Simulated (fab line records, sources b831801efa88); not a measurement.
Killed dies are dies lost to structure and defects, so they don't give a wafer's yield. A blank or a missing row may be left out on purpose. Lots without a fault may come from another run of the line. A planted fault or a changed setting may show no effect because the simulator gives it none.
fab line records | flow sky130
record lots=6 wafers=18 last_day=50
route steps=708 shown SD_N@350 SD_P@359 RES_XHIGH@360 SALICIDE@361 LI_CONTACT@362 PAD_OPEN@708
lots that met no fault: from a run of the same line without faults
start_h: hours from the record's first day to the start of the lot's first wafer shown | wait_h: hours since the lot's step before | " the same as in the row above | L1.1+2: a row that stands for several wafers | - no value, or no start given | * or withheld: withheld | < > ~ a bound
route shown NAME@n: a module of which the file shows steps, and the number in the route of the first | usual: mean/standard deviation of fault-free wafers | same: alike in all rows | chamber/n: place in a boat | sites: the reading at each site | _std_site: their standard deviation | _edge_site: outer sites' mean less inner sites' | radius_mm: how far each site lies from the wafer's centre | mask NAME#n: copy n | behind: the tool/chamber that last shaped the wafer | hold: why the lot was held/for how many hours/how that ended | device: the transistor (n, p or np) that didn't switch | end of line: the same wafers' tests at the end of the route | a step without rows: its recipe alone | killed: dies lost to structure and defects at the first sort, not the wafer's yield | map: a wafer's dies, x killed, . not, _ none there
set.NAME: the setting as run; set.NAME@STEP: as run at that earlier step | model.NAME: the simulator's own value behind a step, which no gauge read
lots at some steps of the route; a table a step, a row a wafer
services: from which hour (start_h, from the record's first day; less than 0 if before it) a tool's chamber was out of use, for how many hours, and why
## steps
# step SKY_SD_N_OVL_MEAS_08
# usual SD_N_OVL=-1.0/1.2
# columns lot.wafer tool chamber start_h wait_h SD_N_OVL[nm]
L479.2 overlay-02 - 647.37 0.1 -1.2
L479.3 " - " " -1.7
L479.5 " - " " 1.2
L483.3 overlay-02 - 690.25 0.1 0.3
L483.4 " - " " 1.0
L483.5 " - " " 0.1
L485.2 overlay-02 - 714.39 0.1 -1.0
L485.4 " - " " -1.2
L485.6 " - " " -1.7
L487.4 overlay-02 - 727.22 0.1 -0.7
L487.5 " - " " -2.3
L487.6 " - " " 2.5
L498.1 overlay-02 - 805.61 0.1 -1.2
L498.2 " - " " -1.5
L498.5 " - " " -1.0
L499.2 overlay-01 - 821.09 0.1 0.3
L499.3 " - " " -1.3
L499.5 " - " " -0.1
# step SKY_SD_N_IMPLANT_09
# recipe species=As energy_kev=50 dose_cm2=4e+15 tilt_deg=0
# step SKY_SD_N_IMPLANT_10
# recipe species=P energy_kev=20 dose_cm2=1e+14 tilt_deg=0
# step SKY_SD_N_STRIP_11
# recipe chemistry=O2/N2 power_w=1400 pressure_mtorr=1500 platen_temp_c=withheld o2_flow_sccm=3000 n2_flow_sccm=300 overash_fraction=0.5
# usual drypump_motor_current_A=5.5/0.52 oes_product_au=0.527/0.0045 strip_time_to_endpoint_s=22.55/0.039
# columns lot.wafer tool chamber start_h wait_h drypump_motor_current_A oes_product_au rf_hours_counter_h strip_time_to_endpoint_s
L479.2 plasma_asher-02 1 647.70 0.1 4.9 0.529 92 22.50
L479.3 " 1 " " 5.0 0.522 - 22.55
L479.5 " 0 " " 5.2 0.524 - 22.52
L483.3 plasma_asher-02 0 690.61 0.1 5.2 0.519 - 22.47
L483.4 " 1 " " 5.0 0.531 - 22.53
L483.5 " 0 " " 5.2 0.523 - 22.51
L485.2 plasma_asher-04 0 714.72 0.1 6.4 0.524 30 22.57
L485.4 " 1 " " 4.8 0.524 - 22.58
L485.6 " 0 " " 6.4 0.525 - 22.58
L487.4 plasma_asher-02 1 727.57 0.1 5.0 0.527 - 22.50
L487.5 " 1 " " 5.0 0.524 - 22.54
L487.6 " 0 " " 5.2 0.523 - 22.51
L498.1 plasma_asher-01 0 805.94 0.1 5.8 0.536 64 22.54
L498.2 " 1 " " 5.7 0.532 64 22.53
L498.5 " 1 " " 5.6 0.524 - 22.55
L499.2 plasma_asher-04 0 821.42 0.1 6.4 0.522 41 22.52
L499.3 " 0 " " 6.4 0.521 - 22.51
L499.5 " 1 " " 4.9 0.534 - 22.53
# step SKY_SD_N_TW_MEAS_12
# usual SD_N_TW=3971/37
# columns lot.wafer tool chamber start_h wait_h SD_N_TW
L479.2 film_metro-02 - 647.81 0.1 3949
L479.3 " - " " 3951
L479.5 " - " " 3959
L483.3 film_metro-01 - 690.69 0.1 4052
L483.4 " - " " 4057
L483.5 " - " " 4050
L485.2 film_metro-02 - 714.83 0.1 3915
L485.4 " - " " 3922
L485.6 " - " " 3917
L487.4 film_metro-02 - 727.67 0.1 3946
L487.5 " - " " 3925
L487.6 " - " " 3946
L498.1 film_metro-01 - 806.04 0.1 4010
L498.2 " - " " 4007
L498.5 " - " " 4013
L499.2 film_metro-03 - 821.53 0.1 3960
L499.3 " - " " 3942
L499.5 " - " " 3974
# step SKY_SD_N_CLEAN_13
# recipe chemistry=SC1/SC2 mix=1:4:20 temp_c=70 time_s=150 dry=n2_spin
# step SKY_SD_N_RTA_14
# recipe temp_c=1075 time_s=2 idle_temp_c=650 ramp_up_c_per_s=150 ramp_down_c_per_s=90 ambient=N2
# usual lamp_power_pct=15.74/0.054 wafer_temp_C_max=1078.1/1.4
# columns lot.wafer tool chamber start_h wait_h lamp_power_pct wafer_temp_C_max
L479.2 rtp_anneal-01 0 647.92 0.0 15.67 1076.4
L479.3 " 0 " " 15.78 1079.3
L479.5 " 0 " " 15.75 1078.4
L483.3 rtp_anneal-02 0 690.80 0.0 15.78 1078.2
L483.4 " 0 " " 15.81 1079.6
L483.5 " 0 " " 15.80 1076.4
L485.2 rtp_anneal-01 0 714.94 0.0 15.67 1078.0
L485.4 " 0 " " 15.70 1076.7
L485.6 " 0 " " 15.78 1079.0
L487.4 rtp_anneal-01 0 727.78 0.0 15.69 1077.2
L487.5 " 0 " " 15.71 1079.1
L487.6 " 0 " " 15.72 1076.8
L498.1 rtp_anneal-02 0 806.15 0.0 15.75 1077.1
L498.2 " 0 " " 15.74 1078.5
L498.5 " 0 " " 15.65 1078.6
L499.2 rtp_anneal-01 0 821.64 0.0 15.75 1077.9
L499.3 " 0 " " 15.78 1077.4
L499.5 " 0 " " 15.77 1077.4
# step SKY_SD_N_RS_MEAS_16
# recipe thk_meas_gauge=four-point-probe
# usual SD_N_RS=68.57/0.12
# columns lot.wafer tool chamber start_h wait_h SD_N_RS[ohm/sq]
L479.2 film_metro-01 - 648.12 0.1 68.57
L479.3 " - " " 68.49
L479.5 " - " " 68.53
L483.3 film_metro-02 - 691.00 0.1 68.59
L483.4 " - " " 68.44
L483.5 " - " " 68.70
L485.2 film_metro-03 - 715.13 0.1 68.82
L485.4 " - " " 68.81
L485.6 " - " " 68.68
L487.4 film_metro-03 - 727.98 0.1 68.67
L487.5 " - " " 68.79
L487.6 " - " " 68.60
L498.1 film_metro-02 - 806.32 0.1 68.59
L498.2 " - " " 68.65
L498.5 " - " " 68.66
L499.2 film_metro-01 - 821.83 0.1 68.51
L499.3 " - " " 68.49
L499.5 " - " " 68.57
# step SKY_SD_N_RS_MEAS_17
# recipe thk_meas_gauge=four-point-probe
# usual SD_P_RS=147.1/0.37
# columns lot.wafer tool chamber start_h wait_h SD_P_RS[ohm/sq]
L479.2 film_metro-01 - 648.24 0.1 147.2
L479.3 " - " " 147.2
L479.5 " - " " 147.2
L483.3 film_metro-02 - 691.12 0.1 147.0
L483.4 " - " " 146.6
L483.5 " - " " 147.2
L485.2 film_metro-03 - 715.25 0.1 147.7
L485.4 " - " " 147.4
L485.6 " - " " 147.7
L487.4 film_metro-03 - 728.10 0.1 147.3
L487.5 " - " " 147.5
L487.6 " - " " 147.4
L498.1 film_metro-02 - 806.44 0.1 147.4
L498.2 " - " " 147.7
L498.5 " - " " 147.5
L499.2 film_metro-01 - 821.95 0.1 146.9
L499.3 " - " " 147.0
L499.5 " - " " 146.9
# step SKY_SD_N_RS_MEAS_18
# recipe thk_meas_gauge=four-point-probe
# usual RES_XHIGH_RS=333.2/1.2
# columns lot.wafer tool chamber start_h wait_h RES_XHIGH_RS[ohm/sq]
L479.2 film_metro-01 - 648.36 0.1 332.7
L479.3 " - " " 331.9
L479.5 " - " " 332.3
L483.3 film_metro-02 - 691.24 0.1 334.3
L483.4 " - " " 334.0
L483.5 " - " " 334.4
L485.2 film_metro-03 - 715.37 0.1 332.4
L485.4 " - " " 333.6
L485.6 " - " " 333.8
L487.4 film_metro-03 - 728.22 0.1 333.8
L487.5 " - " " 335.7
L487.6 " - " " 333.8
L498.1 film_metro-02 - 806.56 0.1 333.6
L498.2 " - " " 333.4
L498.5 " - " " 333.6
L499.2 film_metro-01 - 822.07 0.1 332.6
L499.3 " - " " 332.6
L499.5 " - " " 333.0
# step SKY_SALICIDE_CLEAN_00
# recipe chemistry=HF-last time_s=30 dilution=100:1 dry=ipa_marangoni
# step SKY_LI_CONTACT_HDPCVD_00
# recipe material=PSG target_thk_nm=930 sigma_open_frac=0.3 time_s=155 temp_c=600 sih4_flow_sccm=60 pressure_mtorr=6
# usual run_length_s=182.7/0.44
# columns lot.wafer tool chamber start_h wait_h run_length_s model.PSG_of_LI_CONTACT_HDPCVD_00.thk_nm
L479.2 hdpcvd-01 2 648.47 0.0 182.4 931.6
L479.3 " 1 " " 182.6 945.8
L479.5 " 1 " " 182.8 948.7
L483.3 hdpcvd-01 1 691.34 0.0 182.8 940.9
L483.4 " 2 " " 182.1 939.8
L483.5 " 0 " " 183.2 950.6
L485.2 hdpcvd-01 1 715.48 0.0 223.3 1172
L485.4 " 2 " " 222.5 1174
L485.6 " 0 " " 223.5 1182
L487.4 hdpcvd-01 1 728.35 0.1 222.9 1177
L487.5 " 0 " " 223.3 1200
L487.6 " 2 " " 222.4 1177
L498.1 hdpcvd-02 0 806.70 0.0 182.5 929.2
L498.2 " 1 " " 182.2 936.6
L498.5 " 0 " " 182.2 940.1
L499.2 hdpcvd-01 1 822.18 0.0 183.1 944.2
L499.3 " 2 " " 182.5 932.9
L499.5 " 2 " " 182.9 932.7
# step SKY_LI_CONTACT_THK_MEAS_01
# recipe reads=PSG_of_LI_CONTACT_HDPCVD_00
# usual LI_CONTACT_HDPCVD_THK=936/9.2
# columns lot.wafer tool chamber start_h wait_h LI_CONTACT_HDPCVD_THK[nm]
L479.2 film_metro-03 - 648.59 0.1 932
L479.3 " - " " 946
L479.5 " - " " 948
L483.3 film_metro-01 - 691.46 0.1 941
L483.4 " - " " 940
L483.5 " - " " 950
L485.2 film_metro-02 - 715.60 0.1 1172
L485.4 " - " " 1174
L485.6 " - " " 1183
L487.4 film_metro-03 - 728.43 0.0 1177
L487.5 " - " " 1201
L487.6 " - " " 1177
L498.1 film_metro-01 - 806.80 0.1 929
L498.2 " - " " 936
L498.5 " - " " 941
L499.2 film_metro-02 - 822.30 0.1 944
L499.3 " - " " 933
L499.5 " - " " 933
# step SKY_LI_CONTACT_CMP_02
# recipe material=PSG down_force_psi=4 platen_rpm=60 pad_velocity_m_s=0.94248
# usual motor_current_A=12.3/0.62 time_to_endpoint_s=34/3.1
# columns lot.wafer tool chamber start_h wait_h motor_current_A time_to_endpoint_s
L479.2 cmp-02 3 648.64 0.0 12.8 31
L479.3 " 0 " " 12.6 41
L479.5 " 3 " " 12.8 36
L483.4 cmp-02 2 691.50 0.0 12.9 32
L483.3 " 1 " " 12.2 38
L483.5 " 2 " " 12.6 32
L485.4 cmp-01 1 715.70 0.1 11.3 57
L485.2 " 2 " " 12.0 57
L485.6 " 1 " " 11.7 59
L487.4 cmp-01 1 728.46 0.0 11.0 62
L487.5 " 1 " " 11.5 65
L487.6 " 2 " " 11.8 60
L498.1 cmp-01 0 806.91 0.1 11.2 35
L498.2 " 2 " " 12.0 37
L498.5 " 3 " " 13.4 36
L499.3 cmp-01 1 822.35 0.0 11.8 39
L499.2 " 0 " " 11.4 40
L499.5 " 2 " " 11.9 35
# step SKY_LI_CONTACT_BOW_MEAS_03
# recipe mode=bow
# usual LI_CONTACT_BOW=56/7.2
# columns lot.wafer tool chamber start_h wait_h LI_CONTACT_BOW[um]
L479.2 film_metro-03 - 648.96 0.3 71
L479.3 " - " " 58
L479.5 " - " " 67
L483.3 film_metro-01 - 691.84 0.1 67
L483.4 " - " " 57
L483.5 " - " " 65
L485.2 film_metro-03 - 715.97 0.2 61
L485.4 " - " " 54
L485.6 " - " " 54
L487.4 film_metro-03 - 728.82 0.3 55
L487.5 " - " " 49
L487.6 " - " " 50
L498.1 film_metro-02 - 807.16 0.2 48
L498.2 " - " " 59
L498.5 " - " " 55
L499.2 film_metro-02 - 822.67 0.1 65
L499.3 " - " " 63
L499.5 " - " " 49
# step SKY_PAD_OPEN_PROBE_99
# usual killed_at_M0_to_M3=45/7.5 killed_at_M4_up=3.2/1.8 killed_at_contacts=24/4.9 killed_at_front_end=15/4.4 killed_at_other=0.3/0.54 killed_dies=87/9.8 killed_on_rim=17/4.2 killed_open=47/6.4 killed_short=40/6.5
# same gross_dies=492 killed_at_back_side=0
# columns lot.wafer tool chamber start_h wait_h killed_at_M0_to_M3 killed_at_M4_up killed_at_contacts killed_at_front_end killed_at_other killed_dies killed_on_rim killed_open killed_short
L479.2 prober-01 - 1083.16 0.1 34 0 25 19 0 78 15 35 43
L479.3 prober-01 - 1083.21 0.2 43 5 23 11 0 82 19 45 37
L479.5 prober-01 - 1083.31 0.2 47 3 20 20 0 90 18 52 38
L483.3 prober-01 - 1111.38 0.2 50 6 25 13 0 94 18 49 44
L483.4 prober-01 - 1111.43 0.2 51 2 23 17 0 93 25 56 37
L483.5 prober-01 - 1111.48 0.2 49 2 20 20 0 91 19 49 42
L485.2 prober-02 - 1128.39 0.1 45 4 16 17 0 82 16 44 38
L485.4 prober-02 - 1128.49 0.2 53 2 38 5 0 98 19 59 39
L485.6 prober-02 - 1128.59 0.2 49 6 22 20 0 97 17 53 44
L487.4 prober-02 - 1139.01 0.2 46 5 22 18 0 91 21 46 45
L487.5 prober-02 - 1139.06 0.2 49 7 18 15 1 90 15 48 42
L487.6 prober-02 - 1139.11 0.2 49 6 34 14 0 103 28 49 54
# killed by level:class
L479.2 CONTACT:geometric_particle:short=8 CONTACT:geometric_particle:open=8 VIA1:geometric_particle:open=7 FIELD_ISO:geometric_particle:open=6 METAL1:geometric_particle:short=6 METAL2:geometric_particle:short=5 VIA2:geometric_particle:open=5 FIELD_ISO:geometric_particle:short=4
L479.3 VIA1:geometric_particle:open=14 CONTACT:geometric_particle:open=12 VIA1:geometric_particle:short=8 METAL2:geometric_particle:short=6 LI_CONTACT:geometric_particle:open=5 FIELD_ISO:geometric_particle:short=4 VIA2:geometric_particle:open=4 VIA3:geometric_particle:open=4
L479.5 VIA2:geometric_particle:open=10 VIA3:geometric_particle:open=9 VIA1:geometric_particle:open=8 FIELD_ISO:geometric_particle:short=7 CONTACT:geometric_particle:open=7 FIELD_ISO:geometric_particle:open=5 VIA1:geometric_particle:short=5 LI_CONTACT:geometric_particle:short=4
L483.3 VIA1:geometric_particle:open=10 VIA3:geometric_particle:open=9 CONTACT:geometric_particle:open=8 VIA2:geometric_particle:open=7 METAL1:geometric_particle:short=7 CONTACT:geometric_particle:short=6 LI_CONTACT:geometric_particle:open=5 METAL2:geometric_particle:short=5
L483.4 VIA2:geometric_particle:open=13 VIA1:geometric_particle:open=12 VIA3:geometric_particle:open=10 LOCAL_INTERCONNECT:geometric_particle:short=7 CONTACT:geometric_particle:open=6 CONTACT:geometric_particle:short=5 FIELD_ISO:geometric_particle:short=4 FIELD_ISO:geometric_particle:open=4
L483.5 CONTACT:geometric_particle:open=12 VIA1:geometric_particle:open=10 VIA2:geometric_particle:open=9 VIA2:geometric_particle:short=7 METAL2:geometric_particle:short=6 POLY_GATE:geometric_particle:short=5 VIA3:geometric_particle:open=5 FIELD_ISO:geometric_particle:short=4
L485.2 VIA1:geometric_particle:open=10 FIELD_ISO:geometric_particle:short=7 LI_CONTACT:geometric_particle:open=7 METAL2:geometric_particle:short=7 METAL1:geometric_particle:short=7 VIA2:geometric_particle:open=6 VIA1:geometric_particle:short=6 FIELD_ISO:geometric_particle:open=4
L485.4 CONTACT:geometric_particle:open=14 VIA1:geometric_particle:open=13 VIA2:geometric_particle:open=10 LI_CONTACT:geometric_particle:open=9 CONTACT:geometric_particle:short=8 LOCAL_INTERCONNECT:geometric_particle:short=6 METAL2:geometric_particle:short=5 VIA1:geometric_particle:short=5
L485.6 CONTACT:geometric_particle:open=13 VIA1:geometric_particle:open=9 VIA2:geometric_particle:open=9 POLY_GATE:geometric_particle:open=6 VIA1:geometric_particle:short=6 METAL4:geometric_particle:short=6 FIELD_ISO:geometric_particle:short=5 LI_CONTACT:geometric_particle:open=4
L487.4 VIA1:geometric_particle:open=13 METAL1:geometric_particle:short=12 VIA2:geometric_particle:open=7 CONTACT:geometric_particle:open=6 LI_CONTACT:geometric_particle:open=5 LOCAL_INTERCONNECT:geometric_particle:short=5 VIA1:geometric_particle:short=5 POLY_GATE:geometric_particle:open=4
L487.5 CONTACT:geometric_particle:open=9 VIA2:geometric_particle:open=9 VIA1:geometric_particle:open=7 FIELD_ISO:geometric_particle:open=6 FIELD_ISO:geometric_particle:short=6 METAL1:geometric_particle:short=6 VIA3:geometric_particle:short=6 VIA2:geometric_particle:short=5
L487.6 CONTACT:geometric_particle:open=12 VIA1:geometric_particle:open=8 METAL2:geometric_particle:short=8 CONTACT:geometric_particle:short=8 VIA2:geometric_particle:short=8 VIA1:geometric_particle:short=7 LI_CONTACT:geometric_particle:open=6 VIA2:geometric_particle:open=5
## services
# columns tool chamber start_h hours kind
hdpcvd-01 0 624.47 6.6 repair
plasma_asher-04 - 624.97 0.8 repair
hdpcvd-02 2 644.73 10.5 repair
hdpcvd-02 - 650.75 15.0 pm
hdpcvd-02 0 650.75 15.0 vent_cycle
hdpcvd-02 1 650.75 15.0 vent_cycle
hdpcvd-02 2 650.75 15.0 vent_cycle
cmp-02 - 657.05 4.0 pm
hdpcvd-02 2 705.53 2.7 repair
cmp-02 - 716.44 11.6 pm
plasma_asher-02 - 733.75 9.0 pm
plasma_asher-02 0 733.75 9.0 vent_cycle
plasma_asher-02 1 733.75 9.0 vent_cycle
cmp-01 - 737.57 0.2 repair
cmp-01 - 741.56 22.3 repair
plasma_asher-02 0 742.75 - clean
plasma_asher-02 1 742.75 - clean
hdpcvd-01 - 744.24 13.1 repair
cmp-01 - 763.89 4.0 pm
cmp-01 - 767.89 - consumable_replace:conditioner
cmp-01 - 767.89 - consumable_replace:pad
cmp-02 - 784.41 0.7 repair
plasma_asher-01 - 813.14 0.8 repair
plasma_asher-02 - 816.41 42.7 repair
## key
first_sign step=SKY_LI_CONTACT_HDPCVD_00 reading=run_length_s direction=up sigmas=91 usual=* struck=*
effect step=SKY_LI_CONTACT_THK_MEAS_01 reading=LI_CONTACT_HDPCVD_THK direction=up sigmas=27 usual=936 struck=1181
effect step=SKY_LI_CONTACT_CMP_02 reading=time_to_endpoint_s direction=up sigmas=8.5 usual=* struck=*
model_effect step=SKY_LI_CONTACT_HDPCVD_00 value=PSG_of_LI_CONTACT_HDPCVD_00.thk_nm without=937.9 struck=1180
met_at SKY_LI_CONTACT_HDPCVD_00
struck_wafers L485.2,L485.4,L485.6,L487.4,L487.5,L487.6
tester_left_out L485,L487
onset_between 691.34 715.48
fault kind=process_parameter_drift tool=hdpcvd-01 chamber=- onset_h=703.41 steps=SKY_LI_CONTACT_HDPCVD_00 channel=time_s offset=* shape=step end_h=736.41 acts_in=* stated=*
# tester_left_out: of these lots the tester's yield and bins aren't shown, on N5 and GAA mostly nor the transistor test; their killed dies are dies lost to structure and defects alone, not to doping, threshold or leakage, so they don't give the yield
